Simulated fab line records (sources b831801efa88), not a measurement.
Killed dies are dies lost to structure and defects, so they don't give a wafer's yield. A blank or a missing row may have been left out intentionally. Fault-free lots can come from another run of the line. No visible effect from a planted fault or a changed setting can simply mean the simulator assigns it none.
Which of the tools did it?    flow gf180mcu    39 wafers from 13 lots sampled at 4 of the route's 602 steps

WHAT THE GAUGES SHOWED, per wafer
GF_TOP_METAL_RS_MEAS_05: the measuring method here is four-point-probe. Usual: TOP_METAL_ALCU_RS gives 0.0328 ohm/sq (standard deviation 0.00033).
lot   measured      on            TOP_METAL_ALCU_RS (ohm/sq)  flag
L134  day 27 15:02  filmMetro-02  0.0323 0.0326 0.0320        
L135  day 28 13:48  filmMetro-02  0.0332 0.0328 0.0331        
L136  day 28 15:44  filmMetro-01  0.0330 0.0329 0.0328        
L137  day 29 10:22  filmMetro-03  0.0325 0.0329 0.0330        
L140  day 29 17:23  filmMetro-02  0.0333 0.0333 0.0328        
L142  day 30 10:13  filmMetro-02  0.0331 0.0328 0.0334        
L143  day 30 16:38  filmMetro-03  0.0326 0.0332 0.0323        
L144  day 30 17:50  filmMetro-03  0.0328 0.0327 0.0325        
L145  day 31 06:26  filmMetro-01  0.0322 0.0322 0.0323        
L147  day 31 16:38  filmMetro-02  0.0331 0.0331 0.0326        
L151  day 32 17:25  filmMetro-02  0.0330 0.0327 0.0329        
L153  day 32 22:59  filmMetro-03  0.0334 0.0330 0.0329        
L155  day 33 14:02  filmMetro-02  0.0329 0.0329 0.0329        

WHICH TOOL RAN EACH LOT (tool, then ch and the chambers of the sampled wafers, then the start)
lot   GF_DNWELL_STRIP_08                  GF_MIM_METAL_ETCH_19              GF_M5_ETCH_09
L134  plasmaAsher-01 ch 0, day 3 04:44    rieMetal-01 ch 0,1, day 25 19:28  rieDiel-03 ch 0,1,3, day 26 15:05
L135  plasmaAsher-02 ch 0,1, day 3 10:43  rieMetal-02 ch 0, day 26 17:32    rieDiel-04 ch 1,2, day 27 14:32
L136  plasmaAsher-01 ch 1, day 3 16:26    rieMetal-02 ch 0, day 26 20:16    rieDiel-01 ch 0,1,2, day 27 17:05
L137  plasmaAsher-03 ch 0,1, day 3 20:29  rieMetal-01 ch 0,1, day 27 15:01  rieDiel-04 ch 1,2,3, day 28 11:56
L140  plasmaAsher-03 ch 0,1, day 4 13:18  rieMetal-01 ch 0,1, day 27 23:29  rieDiel-01 ch 1,2,3, day 28 19:19
L142  plasmaAsher-03 ch 0,1, day 4 23:10  rieMetal-02 ch 0,1, day 28 16:52  rieDiel-04 ch 0,2, day 29 12:29
L143  plasmaAsher-03 ch 0,1, day 5 06:19  rieMetal-02 ch 0,1, day 29 00:32  rieDiel-01 ch 1,3, day 29 19:29
L144  plasmaAsher-02 ch 0,1, day 5 09:10  rieMetal-01 ch 0,1, day 29 02:11  rieDiel-03 ch 0,1, day 29 20:44
L145  plasmaAsher-01 ch 0,1, day 5 16:55  rieMetal-03 ch 0,1, day 29 13:38  rieDiel-03 ch 0,2, day 30 09:02
L147  plasmaAsher-01 ch 0,1, day 6 01:22  rieMetal-02 ch 0,1, day 30 00:34  rieDiel-01 ch 0,2,3, day 30 19:38
L151  plasmaAsher-03 ch 0,1, day 6 23:23  rieMetal-02 ch 0,1, day 31 03:02  rieDiel-04 ch 0,3, day 31 21:17
L153  plasmaAsher-03 ch 0,1, day 7 10:14  rieMetal-01 ch 0,1, day 31 10:56  rieDiel-01 ch 0,1, day 32 03:47
L155  plasmaAsher-02 ch 0,1, day 7 23:08  rieMetal-01 ch 0,1, day 32 02:10  rieDiel-04 ch 0,1, day 32 19:28
- GF_DNWELL_STRIP_08: strips in O2/N2.
- GF_MIM_METAL_ETCH_19: etches the open film in Cl2/BCl3, stops on Si3N4, target depth 324.5 nm, time 54.1 s.
- GF_M5_ETCH_09: etches Si3N4 in CF4/O2, target depth 52 nm, time 11.6 s.

AS READ BY THE TOOLS THEMSELVES (means over the sampled wafers that have a number; for cases with no such wafer, the mark the record gives instead)
GF_DNWELL_STRIP_08. Usual: drypumpMotorCurrentA 5.8 A, standard deviation 0.43; heaterPowerW 360 W, standard deviation 24; oesProductAu 0.723 a.u., standard deviation 0.004; stripTimeToEndpointS 36.93 s, standard deviation 0.12.
lot   tool            drypumpMotorCurrentA (A)  heaterPowerW (W)  oesProductAu (a.u.)  stripTimeToEndpointS (s)  flag
L134  plasmaAsher-01  5.9                       372               0.720                36.92                     
L135  plasmaAsher-02  5.9                       361               0.723                36.88                     
L136  plasmaAsher-01  4.8                       373               0.721                37.05                     
L137  plasmaAsher-03  5.6                       366               0.722                36.91                     
L140  plasmaAsher-03  5.6                       369               0.724                37.03                     
L142  plasmaAsher-03  5.8                       375               0.722                36.83                     
L143  plasmaAsher-03  5.6                       359               0.723                37.18                     
L144  plasmaAsher-02  6.1                       345               0.724                36.99                     
L145  plasmaAsher-01  5.2                       371               0.723                36.86                     
L147  plasmaAsher-01  5.2                       374               0.720                36.81                     
L151  plasmaAsher-03  5.7                       340               0.728                36.77                     
L153  plasmaAsher-03  5.6                       339               0.723                36.84                     
L155  plasmaAsher-02  5.9                       359               0.728                36.80                     

GF_MIM_METAL_ETCH_19. Usual: drypumpMotorCurrentA 5.5 A, standard deviation 0.38; mfcCl2Sccm 79.98 sccm, standard deviation 0.24; oesProductAu 0.940 a.u., standard deviation 0.0081; throttleValvePct 28.284 %, standard deviation 0.012.
lot   tool         drypumpMotorCurrentA (A)  mfcCl2Sccm (sccm)  oesProductAu (a.u.)  throttleValvePct (%)  flag
L134  rieMetal-01  5.4                       79.94              0.937                28.280                
L135  rieMetal-02  5.2                       80.04              0.940                28.278                
L136  rieMetal-02  5.2                       80.03              0.929                28.293                
L137  rieMetal-01  5.4                       80.14              0.937                28.285                
L140  rieMetal-01  5.3                       79.77              0.942                28.296                
L142  rieMetal-02  5.5                       79.76              0.944                28.284                
L143  rieMetal-02  5.9                       79.98              0.943                28.278                
L144  rieMetal-01  5.3                       80.16              0.942                28.282                
L145  rieMetal-03  5.9                       80.00              0.949                28.272                
L147  rieMetal-02  5.9                       80.08              0.938                28.289                
L151  rieMetal-02  5.5                       79.79              0.938                28.290                
L153  rieMetal-01  5.3                       79.93              0.939                28.282                
L155  rieMetal-01  5.4                       80.01              0.942                28.279                

GF_M5_ETCH_09. Usual: drypumpMotorCurrentA 5.7 A, standard deviation 0.57; oesProductAu 1.001 a.u., standard deviation 0.011; throttleValvePct 5.970 %, standard deviation 0.0094.
lot   tool        drypumpMotorCurrentA (A)  oesProductAu (a.u.)  throttleValvePct (%)  flag
L134  rieDiel-03  6.1                       0.992                5.964                 
L135  rieDiel-04  6.1                       0.996                5.971                 
L136  rieDiel-01  5.2                       1.006                5.971                 
L137  rieDiel-04  6.2                       1.004                5.965                 
L140  rieDiel-01  5.4                       0.999                5.975                 
L142  rieDiel-04  5.5                       1.008                5.970                 
L143  rieDiel-01  5.5                       1.010                5.963                 
L144  rieDiel-03  6.0                       1.003                5.963                 
L145  rieDiel-03  5.8                       0.992                5.961                 
L147  rieDiel-01  5.6                       0.999                5.974                 
L151  rieDiel-04  5.6                       1.023                5.976                 
L153  rieDiel-01  5.6                       0.998                5.975                 
L155  rieDiel-04  5.7                       1.006                5.974                 

THE ANSWER, worked out from the rows above alone
Rule: a lot is off if the mean of its wafers that have a number lies more than 3 standard deviations from the usual mean. Also off: a lot with no number at a reading for which 4 or more lots have one. All remaining lots with rows at the step are treated as sound. Order of review: gauges by route order, followed by the tools' own readings, for which a lot's mean as printed above is used. The first step at which some lot is off is used, and at that step the reading that is off furthest; a lot without a number counts as furthest.
None of the lots is off at any reading shown; this tells nothing.

WHAT THE SIMULATOR HAD PUT IN
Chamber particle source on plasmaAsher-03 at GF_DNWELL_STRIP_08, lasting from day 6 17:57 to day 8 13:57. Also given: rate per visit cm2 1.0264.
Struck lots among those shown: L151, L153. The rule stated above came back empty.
